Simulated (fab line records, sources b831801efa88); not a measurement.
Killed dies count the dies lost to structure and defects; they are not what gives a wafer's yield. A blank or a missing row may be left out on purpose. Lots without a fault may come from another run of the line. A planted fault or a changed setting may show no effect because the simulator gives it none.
Split-lot trial	flow gf180mcu	23 wafers read across 5 lots, on a route 602 steps long

== ON THE SPLIT ==
At GF_NSD_IMPLANT_09, the setting energy-kev was moved away from the recipe's 60 on 10 of the 23 wafers read, by -7.6% to +5.5%. For the rest of the wafers, this setting stayed at what the recipe calls for.

== FROM THE SPLIT TO THE READING: what the file shows between them, 8 steps ==
- GF_NSD_IMPLANT_10
- GF_NSD_STRIP_11: strips in O2/N2
- GF_NSD_TW_MEAS_12
- GF_PSD_DEVELOP_06: develop time 60 s (also split here: dev-temp-c)
- GF_PSD_CD_MEAS_07: target cd 400 nm
- GF_PSD_IMPLANT_09
- GF_PSD_CLEAN_12: cleans in SC1/SC2, time 150 s
- GF_PSD_RTA_13: time 20 s

== THE READING ==
Measured at GF_PSD_RS_MEAS_14 by four-point probe: NSD_RS, in ohm/sq. Fault-free wafers of this fab line usually give 46.13 ohm/sq, standard deviation 0.096 ohm/sq.

wafer	tool, chamber at the split	energy-kev as run	against the recipe	NSD_RS, ohm/sq	against lot-mates on the recipe
L074.1	implanter-03, 0	56.71	-5.5%	46.95	+0.85
L074.2	implanter-03, 0	60	recipe	46.06	-
L074.3	implanter-03, 0	56.71	-5.5%	47.13	+1.03
L074.4	implanter-03, 0	60	recipe	46.14	-
L074.5	implanter-03, 0	56.71	-5.5%	47.10	+1.00
L076.1	implanter-04, 0	60	recipe	46.12	-
L076.3	implanter-04, 0	60	recipe	46.05	-
L076.4	implanter-04, 0	63.3	+5.5%	45.09	-1.00
L076.5	implanter-04, 0	60	recipe	46.11	-
L076.6	implanter-04, 0	63.3	+5.5%	45.16	-0.93
L079.1	implanter-02, 0	60	recipe	46.10	-
L079.4	implanter-02, 0	60	recipe	46.16	-
L079.5	implanter-02, 0	60	recipe	46.32	-
L080.1	implanter-02, 0	55.45	-7.6%	47.36	+1.35
L080.2	implanter-02, 0	60	recipe	46.03	-
L080.3	implanter-02, 0	60	recipe	46.04	-
L080.5	implanter-02, 0	60	recipe	45.97	-
L080.6	implanter-02, 0	55.45	-7.6%	47.49	+1.48
L083.2	implanter-03, 0	57.65	-3.9%	46.67	+0.68
L083.3	implanter-03, 0	57.65	-3.9%	46.64	+0.65
L083.4	implanter-03, 0	60	recipe	46.01	-
L083.5	implanter-03, 0	60	recipe	45.97	-
L083.6	implanter-03, 0	57.65	-3.9%	46.54	+0.55

FIT RESULTS
A straight line over all 23 wafers: NSD_RS changes by -0.172 ohm/sq for each +1% of energy-kev; r = -0.99; the points scatter about the line by 0.099 ohm/sq.
The same after taking each lot's own level away (the mean of its wafers on the recipe; 23 wafers): -0.178 ohm/sq for each +1%; r = -0.99; scatter 0.068 ohm/sq.
The reading moves by 1.3 ohm/sq for the largest change in energy-kev, on that fit.
The lots' own levels span 45.990 to 46.193 ohm/sq, that is 2.1 times the standard deviation above.
Hence the lot-to-lot level has little effect on the slope; both slopes agree.
Check: with one of the wafers moved furthest among these (-7.6%) left out of the fit, the line predicts +1.34 ohm/sq for it against its lot-mates. It came out at +1.35 ohm/sq against them.

== ADDITIONAL SPLITS CARRIED BY THESE WAFERS ==
Note: prior to the reading, these wafers also went through further splits. Each is held against what the fit with the lots' levels taken away leaves over:
other split on the same wafers	wafers away from the commonest value	r with NSD_RS (lot level and that fit taken away)
GF_PSD_DEVELOP_06 dev-temp-c	10	-0.10

== THE WHOLE CHAIN: every reading that the file lists as answering this split, in the file's order ==
step	what it does	reading	change (the file's fit)	r (the file's)
GF_NSD_IMPLANT_09		implant.rp-nm (the simulator's own value, which no gauge read)	+0.305 nm for each +1% of the setting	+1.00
GF_NSD_IMPLANT_09		implant.drp-nm (the simulator's own value, which no gauge read)	+0.124 nm for each +1% of the setting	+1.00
GF_NSD_TW_MEAS_12		NSD_TW	+9.06 for each +1% of the setting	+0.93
GF_PSD_RS_MEAS_14	measures by four-point-probe	NSD_RS	-0.178 for each +1% of the setting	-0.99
GF_NSD_STRIP_11	strips in O2/N2	strip-time-to-endpoint-s	withheld for each +1% of the setting, in a fit together with resist-thk-nm@NSD_COAT_02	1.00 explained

== THE FILE'S OWN FIT ==
NSD_RS changes by -0.178 ohm/sq for each +1% of energy-kev, r = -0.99.
